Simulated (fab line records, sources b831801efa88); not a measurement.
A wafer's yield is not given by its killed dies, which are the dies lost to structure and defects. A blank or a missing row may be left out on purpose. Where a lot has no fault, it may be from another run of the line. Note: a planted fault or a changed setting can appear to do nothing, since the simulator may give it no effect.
fab line records	flow gf180mcu	part 1 of 2: steps 1 to 31 of 41
[record] lots = 5	wafers = 15	last-day = 33
route steps=602 shown SAB@271 SALICIDE@278 CONTACT@287
lots with no fault: from the same line, run without faults
start-h: hours from the record's opening day to when the first of the lot's shown wafers began	wait-h: how many hours have passed since the lot's step before this one	" repeats the value in the row above	L1.1+2: one row covering several wafers at once	- either no value or no given start	* or withheld: withheld	< > ~ a bound
route shown NAME@n: names a module that has steps shown in the file, with the first one's number in the route	usual: mean and standard deviation over wafers with no fault	same: alike in all rows	chamber/n: place in a boat	sites: readings site by site	_std_site: how widely they spread, as a standard deviation	_edge_site: mean of outer sites minus mean of inner sites	radius-mm: for every site, how far away it sits from the centre of the wafer	mask NAME#n: copy n	behind: tool/chamber where the wafer was last shaped	hold: reason for holding the lot/hours on hold/outcome of the hold	device: whichever transistor did not switch (one of n, p or np)	end of line: tests of these same wafers at the route's end	for a step that has no rows: nothing shown but its recipe	killed: count of dies lost to structure and defects at first sort (not the wafer's yield)	map: shows each die of a wafer: x if killed, . if not, _ if none is there
set.NAME: setting as actually run; set.NAME@STEP: the setting as run at that earlier step	model.NAME: the simulator's own value behind a step, which no gauge read
a table for each step, a row for each wafer; lots at some steps of the route
services: from which hour (start-h, from the record's first day; less than 0 if before it) a tool's chamber was out of use, for how many hours, and why
[[steps]]
[step GF_SAB_PEB_07]
[recipe] temp-c = withheld	time-s = *	resist = NOVOLAK
lot.wafer	tool	chamber	start-h	wait-h
L077.1+3+6	litho-track-03	0	-	-
L081.2+3+5	litho-track-03	0	-	-
L082.1+2+3	litho-track-02	0	-	-
L087.1+3+5	litho-track-04	0	-	-
L090.3+4+6	litho-track-02	0	-	-
[step GF_SAB_DEVELOP_08]
[recipe] develop-time-s = 60	dev-temp-c = 23
lot.wafer	tool	chamber	start-h	wait-h
L077.1+3+6	litho-track-03	0	365.14	0.1
L081.2+3+5	litho-track-03	0	399.27	0.1
L082.1+2+3	litho-track-02	0	410.25	0.1
L087.1+3+5	litho-track-04	0	450.13	0.1
L090.3+4+6	litho-track-02	0	477.95	0.1
[step GF_SAB_CD_MEAS_09]
[recipe] target-cd-nm = 420
[usual] cd-nm = 420.1/2.2
lot.wafer	tool	chamber	start-h	wait-h	cd-nm
L077.1	cd-sem-02	-	365.29	0.1	417.0
L077.3	"	-	"	"	417.4
L077.6	"	-	"	"	417.0
L081.2	cd-sem-01	-	399.41	0.1	416.6
L081.3	"	-	"	"	416.1
L081.5	"	-	"	"	418.4
L082.1	cd-sem-01	-	410.40	0.1	419.8
L082.2	"	-	"	"	419.4
L082.3	"	-	"	"	420.7
L087.1	cd-sem-02	-	450.28	0.1	422.0
L087.3	"	-	"	"	418.1
L087.5	"	-	"	"	416.9
L090.3	cd-sem-02	-	478.09	0.1	423.6
L090.4	"	-	"	"	422.0
L090.6	"	-	"	"	420.9
[step GF_SAB_OVL_MEAS_10]
[usual] SAB_OVL = 0.1/1.4
lot.wafer	tool	chamber	start-h	wait-h	SAB_OVL[nm]
L077.1	overlay-02	-	365.41	0.1	-0.6
L077.3	"	-	"	"	-0.2
L077.6	"	-	"	"	0.2
L081.2	overlay-02	-	399.52	0.1	0.1
L081.3	"	-	"	"	-0.9
L081.5	"	-	"	"	-1.4
L082.1	overlay-02	-	410.52	0.1	0.5
L082.2	"	-	"	"	0.4
L082.3	"	-	"	"	-0.1
L087.1	overlay-02	-	450.40	0.1	0.0
L087.3	"	-	"	"	-0.4
L087.5	"	-	"	"	-1.4
L090.3	overlay-02	-	478.18	0.1	0.9
L090.4	"	-	"	"	0.7
L090.6	"	-	"	"	0.3
[step GF_SAB_ETCH_11]
[recipe] chemistry = C4F8/O2/Ar	mask-material = NOVOLAK	target = SiO2	target-depth-nm = 55	source-w = 1500	bias-w = 1200	pressure-mtorr = 40	c4f8-flow-sccm = withheld	O2_flow_sccm = 6	Ar_flow_sccm = 300	time-s = 8.5
[usual] bias-w = 1199/3.4	oes-product-au = 1.000/0.0078
lot.wafer	tool	chamber	start-h	wait-h	bias-w	oes-product-au	rf-hours-counter-h
L077.1	rie-diel-03	1	365.45	0.0	1203	1.010	78
L077.3	"	2	"	"	1198	0.998	72
L077.6	"	0	"	"	1202	1.006	-
L081.2	rie-diel-03	1	399.55	0.0	1199	1.005	80
L081.3	"	2	"	"	1198	1.001	73
L081.5	"	3	"	"	1197	1.005	-
L082.1	rie-diel-03	2	410.55	0.0	1204	1.001	74
L082.2	"	0	"	"	1202	1.014	94
L082.3	"	3	"	"	1199	1.008	1
L087.1	rie-diel-01	3	450.44	0.0	1195	1.002	41
L087.3	"	1	"	"	1198	1.006	93
L087.5	"	0	"	"	1200	0.992	-
L090.3	rie-diel-01	3	478.20	0.0	1195	1.002	42
L090.4	"	0	"	"	1205	1.000	-
L090.6	"	1	"	"	1200	0.995	-
[step GF_SAB_WET_ETCH_12]
[recipe] chemistry = dHF	target-depth-nm = 22	dry = n2-spin	target = SiO2	temp-c = 25	dilution = 100:1	time-s = 440
lot.wafer	tool	chamber	start-h	wait-h
L077.1+3+6	wet-bench-03	2	365.47	0.0
L081.2+3+5	wet-bench-03	2	399.57	0.0
L082.1+2+3	wet-bench-03	2	410.58	0.0
L087.1+3+5	wet-bench-03	0	450.46	0.0
L090.3+4+6	wet-bench-03	1	478.22	0.0
[step GF_SAB_STRIP_13]
[recipe] chemistry = O2/N2	power-w = 1400	pressure-mtorr = 1500	platen-temp-c = 250	o2-flow-sccm = 3000	n2-flow-sccm = 300	overash-fraction = 0.5
[usual] drypump-motor-current-A = 5.4/0.43	heater-power-w = 356/27	oes-product-au = 0.709/0.0048	strip-time-to-endpoint-s = 12.63/0.034
lot.wafer	tool	chamber	start-h	wait-h	drypump-motor-current-A	heater-power-w	oes-product-au	rf-hours-counter-h	strip-time-to-endpoint-s
L077.1	plasma-asher-03	1	365.61	0.0	6.1	369	0.703	70	12.60
L077.3	"	0	"	"	5.5	350	0.712	-	12.57
L077.6	"	1	"	"	6.1	374	0.710	-	12.59
L081.2	plasma-asher-03	0	399.70	0.0	5.5	353	0.709	73	12.63
L081.3	"	0	"	"	5.5	344	0.708	-	12.67
L081.5	"	1	"	"	6.1	366	0.721	-	12.66
L082.1	plasma-asher-04	1	410.72	0.0	5.1	374	0.704	61	12.64
L082.2	"	0	"	"	4.9	336	0.723	61	12.67
L082.3	"	0	"	"	4.9	341	0.711	-	12.62
L087.1	plasma-asher-01	1	450.59	0.0	5.4	417	0.722	2	12.66
L087.3	"	0	"	"	5.1	302	0.707	-	12.62
L087.5	"	0	"	"	5.1	295	0.713	-	12.61
L090.3	plasma-asher-03	1	478.39	0.0	6.1	375	0.708	-	12.67
L090.4	"	0	"	"	5.5	340	0.706	-	12.64
L090.6	"	0	"	"	5.5	349	0.714	-	12.63
[step GF_SALICIDE_CLEAN_00]
[recipe] chemistry = SC1/SC2	mix = 1:4:20	temp-c = 70	time-s = 150
[usual] bath-guard-temp-C = 69.9/0.36
lot.wafer	tool	chamber	start-h	wait-h	bath-guard-temp-C
L077.1	wet-bench-01	3	365.71	0.1	69.6
L077.3	"	3	"	"	69.9
L077.6	"	3	"	"	69.4
L081.2	wet-bench-02	0	399.80	0.1	70.1
L081.3	"	0	"	"	70.2
L081.5	"	0	"	"	70.1
L082.1	wet-bench-02	0	410.82	0.1	70.0
L082.2	"	0	"	"	70.4
L082.3	"	0	"	"	70.3
L087.1	wet-bench-01	1	450.69	0.1	69.6
L087.3	"	1	"	"	69.8
L087.5	"	1	"	"	69.7
L090.3	wet-bench-02	3	478.46	0.0	69.7
L090.4	"	3	"	"	70.0
L090.6	"	3	"	"	70.2
[step GF_SALICIDE_WET_ETCH_01]
[recipe] chemistry = dHF	target-depth-nm = 5	dry = ipa-marangoni	target = SiO2	temp-c = 25	dilution = 100:1	time-s = 100
lot.wafer	tool	chamber	start-h	wait-h
L077.1+3+6	wet-bench-03	2	365.76	0.0
L081.2+3+5	wet-bench-03	2	399.85	0.0
L082.1+2+3	wet-bench-03	2	410.87	0.0
L087.1+3+5	wet-bench-02	2	450.74	0.0
L090.3+4+6	wet-bench-03	1	478.51	0.0
[step GF_SALICIDE_SPUTTER_02]
[recipe] material = Co	target-thk-nm = 10	power-w = 1000	time-s = 20	chamber-pressure-pa = 0.4
[usual] throttle-valve-pct = 30.1/1
lot.wafer	tool	chamber	start-h	wait-h	throttle-valve-pct
L077.1	pvd-sputter-02	-	365.80	0.0	30.6
L077.3	"	-	"	"	30.9
L077.6	"	-	"	"	30.5
L081.2	pvd-sputter-03	-	399.88	0.0	30.4
L081.3	"	-	"	"	30.6
L081.5	"	-	"	"	30.6
L082.1	pvd-sputter-02	-	410.91	0.0	30.7
L082.2	"	-	"	"	30.7
L082.3	"	-	"	"	31.1
L087.1	pvd-sputter-03	-	450.77	0.0	30.4
L087.3	"	-	"	"	30.6
L087.5	"	-	"	"	30.4
L090.3	pvd-sputter-03	-	478.54	0.0	30.5
L090.4	"	-	"	"	28.8
L090.6	"	-	"	"	30.7
[step GF_SALICIDE_SPUTTER_03]
[recipe] material = TiN	target-thk-nm = 20	power-w = 6500	time-s = 16.7	chamber-pressure-pa = 0.4
[usual] throttle-valve-pct = 30.1/0.96
lot.wafer	tool	chamber	start-h	wait-h	throttle-valve-pct
L077.1	pvd-sputter-02	-	365.83	0.0	30.3
L077.3	"	-	"	"	30.8
L077.6	"	-	"	"	30.6
L081.2	pvd-sputter-03	-	399.91	0.0	30.3
L081.3	"	-	"	"	30.2
L081.5	"	-	"	"	30.5
L082.1	pvd-sputter-02	-	410.94	0.0	30.2
L082.2	"	-	"	"	30.5
L082.3	"	-	"	"	30.8
L087.1	pvd-sputter-03	-	450.80	0.0	30.3
L087.3	"	-	"	"	30.9
L087.5	"	-	"	"	30.4
L090.3	pvd-sputter-03	-	478.57	0.0	30.5
L090.4	"	-	"	"	28.8
L090.6	"	-	"	"	30.8
[step GF_SALICIDE_RS_MEAS_04]
[recipe] thk-meas-gauge = four-point-probe	reads = TiN_of_SALICIDE_SPUTTER_03+Co_of_SALICIDE_SPUTTER_02
[usual] SALICIDE_TIN_RS = 16.21/0.27
lot.wafer	tool	chamber	start-h	wait-h	SALICIDE_TIN_RS[ohm/sq]
L077.1	film-metro-01	-	365.85	0.0	16.84
L077.3	"	-	"	"	16.90
L077.6	"	-	"	"	16.81
L081.2	film-metro-01	-	399.96	0.0	16.66
L081.3	"	-	"	"	16.26
L081.5	"	-	"	"	16.47
L082.1	film-metro-01	-	410.96	0.0	16.04
L082.2	"	-	"	"	16.18
L082.3	"	-	"	"	16.56
L087.1	film-metro-02	-	450.83	0.0	16.25
L087.3	"	-	"	"	16.26
L087.5	"	-	"	"	16.39
L090.3	film-metro-04	-	478.63	0.1	16.01
L090.4	"	-	"	"	15.93
L090.6	"	-	"	"	16.13
[step GF_SALICIDE_THK_MEAS_05]
[recipe] thk-meas-gauge = xrf	reads = TiN_of_SALICIDE_SPUTTER_03
[usual] SALICIDE_TIN_THK = 19.88/0.28
lot.wafer	tool	chamber	start-h	wait-h	SALICIDE_TIN_THK[nm]
L077.1	film-metro-01	-	365.97	0.1	19.79
L077.3	"	-	"	"	19.71
L077.6	"	-	"	"	19.78
L081.2	film-metro-01	-	400.07	0.1	19.82
L081.3	"	-	"	"	19.91
L081.5	"	-	"	"	19.91
L082.1	film-metro-01	-	411.08	0.1	19.43
L082.2	"	-	"	"	19.49
L082.3	"	-	"	"	19.57
L087.1	film-metro-02	-	450.95	0.1	20.32
L087.3	"	-	"	"	20.34
L087.5	"	-	"	"	20.20
L090.3	film-metro-04	-	478.73	0.1	19.91
L090.4	"	-	"	"	20.26
L090.6	"	-	"	"	19.89
[step GF_SALICIDE_RTA_06]
[recipe] temp-c = 530	time-s = 30	ambient = N2
[usual] lamp-power-pct = 6.1/0.41	wafer_temp_C_max = 532.5/0.8
lot.wafer	tool	chamber	start-h	wait-h	lamp-power-pct	wafer_temp_C_max
L077.1	rtp-anneal-02	0	366.03	0.1	5.7	532.6
L077.3	"	0	"	"	5.7	532.0
L077.6	"	0	"	"	5.7	532.4
L081.2	rtp-anneal-02	0	400.14	0.1	5.7	532.7
L081.3	"	0	"	"	5.7	532.3
L081.5	"	0	"	"	5.7	533.2
L082.1	rtp-anneal-01	0	411.14	0.1	6.5	532.1
L082.2	"	0	"	"	6.5	531.5
L082.3	"	0	"	"	6.5	532.2
L087.1	rtp-anneal-01	0	451.01	0.1	6.5	532.1
L087.3	"	0	"	"	6.5	530.9
L087.5	"	0	"	"	6.5	531.8
L090.3	rtp-anneal-01	0	478.81	0.1	6.5	532.5
L090.4	"	0	"	"	6.5	532.0
L090.6	"	0	"	"	6.5	531.5
[step GF_SALICIDE_WET_ETCH_07]
[recipe] chemistry = SPM	target-depth-nm = 120	dry = n2-spin
lot.wafer	tool	chamber	start-h	wait-h
L077.1+3+6	wet-bench-01	0	366.13	0.1
L081.2+3+5	wet-bench-03	2	400.22	0.1
L082.1+2+3	wet-bench-02	1	411.24	0.1
L087.1+3+5	wet-bench-03	0	451.11	0.1
L090.3+4+6	wet-bench-02	1	478.87	0.1
[step GF_SALICIDE_RTA_08]
[recipe] temp-c = 800	time-s = 30	ambient = N2
[usual] lamp-power-pct = 16.9/1.1	wafer_temp_C_max = 803.9/1.3
lot.wafer	tool	chamber	start-h	wait-h	lamp-power-pct	wafer_temp_C_max
L077.1	rtp-anneal-01	0	366.23	0.0	18.1	802.4
L077.3	"	0	"	"	18.2	802.2
L077.6	"	0	"	"	18.1	802.5
L081.2	rtp-anneal-01	0	400.33	0.0	18.1	803.1
L081.3	"	0	"	"	18.2	802.5
L081.5	"	0	"	"	18.2	803.1
L082.1	rtp-anneal-02	0	411.33	0.0	15.9	804.5
L082.2	"	0	"	"	15.9	805.6
L082.3	"	0	"	"	15.9	804.8
L087.1	rtp-anneal-02	0	451.20	0.0	15.9	804.2
L087.3	"	0	"	"	15.9	803.6
L087.5	"	0	"	"	15.9	802.4
L090.3	rtp-anneal-02	0	479.00	0.0	15.9	806.3
L090.4	"	0	"	"	15.9	804.3
L090.6	"	0	"	"	15.9	804.5
[step GF_CONTACT_CVD_00]
[recipe] material = SiO2	target-thk-nm = 300	sigma-open-frac = 0.3	temp-c = 400	time-s = 50	sih4-flow-sccm = 60	pressure-mtorr = 6
lot.wafer	tool	chamber	start-h	wait-h
L077.1+3+6	hdpcvd-01	2,0,1	366.33	0.1
L081.2+3+5	hdpcvd-02	1,0,1	400.41	0.1
L082.1+2+3	hdpcvd-02	0,1,2	411.53	0.2
L087.1+3+5	hdpcvd-02	2,0,0	451.30	0.1
L090.3+4+6	hdpcvd-02	0,1,0	479.07	0.1
[step GF_CONTACT_THK_MEAS_01]
[recipe] reads = SiO2_of_CONTACT_CVD_00
[usual] CONTACT_CVD_00_THK = 299.7/2.9
lot.wafer	tool	chamber	start-h	wait-h	CONTACT_CVD_00_THK[nm]
L077.1	film-metro-02	-	366.37	0.0	297.6
L077.3	"	-	"	"	300.3
L077.6	"	-	"	"	297.1
L081.2	film-metro-03	-	400.46	0.0	300.0
L081.3	"	-	"	"	300.0
L081.5	"	-	"	"	294.7
L082.1	film-metro-03	-	411.58	0.0	301.9
L082.2	"	-	"	"	300.2
L082.3	"	-	"	"	298.9
L087.1	film-metro-03	-	451.34	0.0	298.8
L087.3	"	-	"	"	298.7
L087.5	"	-	"	"	300.1
L090.3	film-metro-01	-	479.13	0.0	293.4
L090.4	"	-	"	"	297.0
L090.6	"	-	"	"	298.1
[step GF_CONTACT_CVD_02]
[recipe] material = SiO2	target-thk-nm = 860	precursor = TEOS	temp-c = 400	time-s = 95.992	rf-w = 600
[usual] heater-power-w = 596/120
lot.wafer	tool	chamber	start-h	wait-h	heater-power-w
L077.1	pecvd-02	0	366.43	0.1	501
L077.3	"	1	"	"	481
L077.6	"	2	"	"	789
L081.2	pecvd-03	1	400.51	0.0	738
L081.3	"	0	"	"	570
L081.5	"	0	"	"	449
L082.1	pecvd-03	2	411.64	0.1	597
L082.2	"	0	"	"	528
L082.3	"	1	"	"	692
L087.1	pecvd-02	2	451.40	0.1	771
L087.3	"	1	"	"	471
L087.5	"	2	"	"	778
L090.3	pecvd-04	2	479.17	0.0	636
L090.4	"	0	"	"	710
L090.6	"	2	"	"	509
[step GF_CONTACT_THK_MEAS_03]
[recipe] reads = SiO2_of_CONTACT_CVD_02
[usual] CONTACT_CVD_02_THK = 861/11
lot.wafer	tool	chamber	start-h	wait-h	CONTACT_CVD_02_THK[nm]
L077.1	film-metro-03	-	366.50	0.0	854
L077.3	"	-	"	"	860
L077.6	"	-	"	"	857
L081.2	film-metro-01	-	400.59	0.0	857
L081.3	"	-	"	"	873
L081.5	"	-	"	"	878
L082.1	film-metro-02	-	411.71	0.0	869
L082.2	"	-	"	"	858
L082.3	"	-	"	"	863
L087.1	film-metro-02	-	451.47	0.0	860
L087.3	"	-	"	"	865
L087.5	"	-	"	"	874
L090.3	film-metro-02	-	479.26	0.1	854
L090.4	"	-	"	"	864
L090.6	"	-	"	"	869
[step GF_CONTACT_CMP_04]
[recipe] material = SiO2	down-force-psi = 4	platen-rpm = 60	pad-velocity-m-s = 0.94248
[usual] motor-current-A = 11.7/0.97	time-to-endpoint-s = 111/4.5
lot.wafer	tool	chamber	start-h	wait-h	motor-current-A	time-to-endpoint-s
L077.1	cmp-02	3	366.56	0.1	11.5	105
L077.3	"	1	"	"	10.8	106
L077.6	"	0	"	"	11.2	105
L081.3	cmp-02	0	400.69	0.1	10.8	114
L081.2	"	1	"	"	10.8	109
L081.5	"	3	"	"	11.6	118
L082.1	cmp-01	2	412.00	0.3	12.5	111
L082.3	"	3	"	"	10.6	109
L082.2	"	0	"	"	10.3	114
L087.3	cmp-02	0	451.53	0.0	11.5	112
L087.1	"	1	"	"	11.6	102
L087.5	"	0	"	"	11.5	116
L090.3	cmp-01	1	479.35	0.1	11.9	108
L090.4	"	2	"	"	12.9	109
L090.6	"	0	"	"	10.1	117
[step GF_CONTACT_BOW_MEAS_05]
[recipe] mode = bow
[usual] CONTACT_BOW = 65/7.4
lot.wafer	tool	chamber	start-h	wait-h	CONTACT_BOW[um]
L077.1	film-metro-03	-	366.86	0.2	60
L077.3	"	-	"	"	60
L077.6	"	-	"	"	62
L081.2	film-metro-01	-	400.96	0.2	77
L081.3	"	-	"	"	73
L081.5	"	-	"	"	63
L082.1	film-metro-03	-	412.25	0.2	57
L082.2	"	-	"	"	64
L082.3	"	-	"	"	66
L087.1	film-metro-03	-	451.83	0.2	53
L087.3	"	-	"	"	73
L087.5	"	-	"	"	65
L090.3	film-metro-02	-	479.64	0.2	59
L090.4	"	-	"	"	71
L090.6	"	-	"	"	59
[step GF_CONTACT_DEHYDRATE_06]
[recipe] temp-c = 200	time-s = 60
lot.wafer	tool	chamber	start-h	wait-h
L077.1+3+6	litho-track-01	0	377.74	10.9
L081.2+3+5	litho-track-02	0	412.32	11.3
L082.1+2+3	litho-track-02	0	423.55	11.3
L087.1+3+5	litho-track-04	0	462.78	10.9
L090.3+4+6	litho-track-01	0	490.59	10.9
[step GF_CONTACT_HMDS_07]
[recipe] prime-time-s = 60	prime-temp-c = 120
[usual] prime-temp-c = 120.01/0.13
lot.wafer	tool	chamber	start-h	wait-h	prime-temp-c
L077.1	litho-track-01	0	377.89	0.1	119.74
L077.3	"	0	"	"	119.88
L077.6	"	0	"	"	120.00
L081.2	litho-track-02	0	412.47	0.1	119.94
L081.3	"	0	"	"	119.90
L081.5	"	0	"	"	119.82
L082.1	litho-track-02	0	423.70	0.1	120.03
L082.2	"	0	"	"	120.10
L082.3	"	0	"	"	120.15
L087.1	litho-track-04	0	462.93	0.1	120.43
L087.3	"	0	"	"	120.09
L087.5	"	0	"	"	119.97
L090.3	litho-track-01	0	490.74	0.1	120.22
L090.4	"	0	"	"	120.06
L090.6	"	0	"	"	120.03
[step GF_CONTACT_COAT_08]
[recipe] resist = BARC	temp-c = withheld	time-s = withheld	spin-rpm = withheld	resist-thk-nm = withheld
lot.wafer	tool	chamber	start-h	wait-h
L077.1+3+6	litho-track-01	0	378.04	0.1
L081.2+3+5	litho-track-02	0	412.62	0.1
L082.1+2+3	litho-track-02	0	423.85	0.1
L087.1+3+5	litho-track-04	0	463.08	0.1
L090.3+4+6	litho-track-01	0	490.89	0.1
[step GF_CONTACT_COAT_09]
[recipe] resist = KrF	spin-rpm = withheld	resist-thk-nm = 1000
lot.wafer	tool	chamber	start-h	wait-h
L077.1+3+6	litho-track-01	0	-	-
L081.2+3+5	litho-track-02	0	-	-
L082.1+2+3	litho-track-02	0	-	-
L087.1+3+5	litho-track-04	0	-	-
L090.3+4+6	litho-track-01	0	-	-
[step GF_CONTACT_SOFTBAKE_10]
[recipe] temp-c = 130	time-s = 60	resist = KrF
lot.wafer	tool	chamber	start-h	wait-h
L077.1+3+6	litho-track-01	0	-	-
L081.2+3+5	litho-track-02	0	-	-
L082.1+2+3	litho-track-02	0	-	-
L087.1+3+5	litho-track-04	0	-	-
L090.3+4+6	litho-track-01	0	-	-
[step GF_CONTACT_EXPOSE_11]
[recipe] mask-id = Contact	target-cd-nm = 220	na = 0.68	source-shape = conventional	sigma-outer = 0.6	dose-mj = 38
lot.wafer	tool	chamber	start-h	wait-h	mask
L077.1+3+6	krf-scanner-02	0	-	-	Contact#0
L081.2+3+5	krf-scanner-02	0	-	-	Contact#0
L082.1+2+3	krf-scanner-02	0	-	-	Contact#0
L087.1+3+5	krf-scanner-01	0	-	-	Contact#0
L090.3+4+6	krf-scanner-02	0	-	-	Contact#0
[step GF_CONTACT_PEB_12]
[recipe] peb-temp-c = 135	peb-time-s = 90	resist = KrF
lot.wafer	tool	chamber	start-h	wait-h
L077.1+3+6	litho-track-01	0	-	-
L081.2+3+5	litho-track-04	0	-	-
L082.1+2+3	litho-track-02	0	-	-
L087.1+3+5	litho-track-02	0	-	-
L090.3+4+6	litho-track-02	0	-	-
[step GF_CONTACT_DEVELOP_13]
[recipe] develop-time-s = 60	resist = KrF	dev-temp-c = 21
lot.wafer	tool	chamber	start-h	wait-h
L077.1+3+6	litho-track-01	0	389.09	0.2
L081.2+3+5	litho-track-04	0	425.00	0.2
L082.1+2+3	litho-track-02	0	436.30	0.2
L087.1+3+5	litho-track-02	0	475.20	0.2
L090.3+4+6	litho-track-02	0	503.45	0.1
[step GF_CONTACT_CD_MEAS_14]
[recipe] target-cd-nm = 220
[usual] cd-nm = 219.9/1.3
lot.wafer	tool	chamber	start-h	wait-h	cd-nm
L077.1	cd-sem-02	-	389.24	0.1	221.5
L077.3	"	-	"	"	219.7
L077.6	"	-	"	"	220.3
L081.2	cd-sem-02	-	425.15	0.1	217.8
L081.3	"	-	"	"	219.2
L081.5	"	-	"	"	218.6
L082.1	cd-sem-02	-	436.45	0.1	221.3
L082.2	"	-	"	"	220.6
L082.3	"	-	"	"	220.0
L087.1	cd-sem-01	-	475.35	0.1	220.0
L087.3	"	-	"	"	217.8
L087.5	"	-	"	"	218.6
L090.3	cd-sem-01	-	503.59	0.1	222.9
L090.4	"	-	"	"	221.0
L090.6	"	-	"	"	223.0
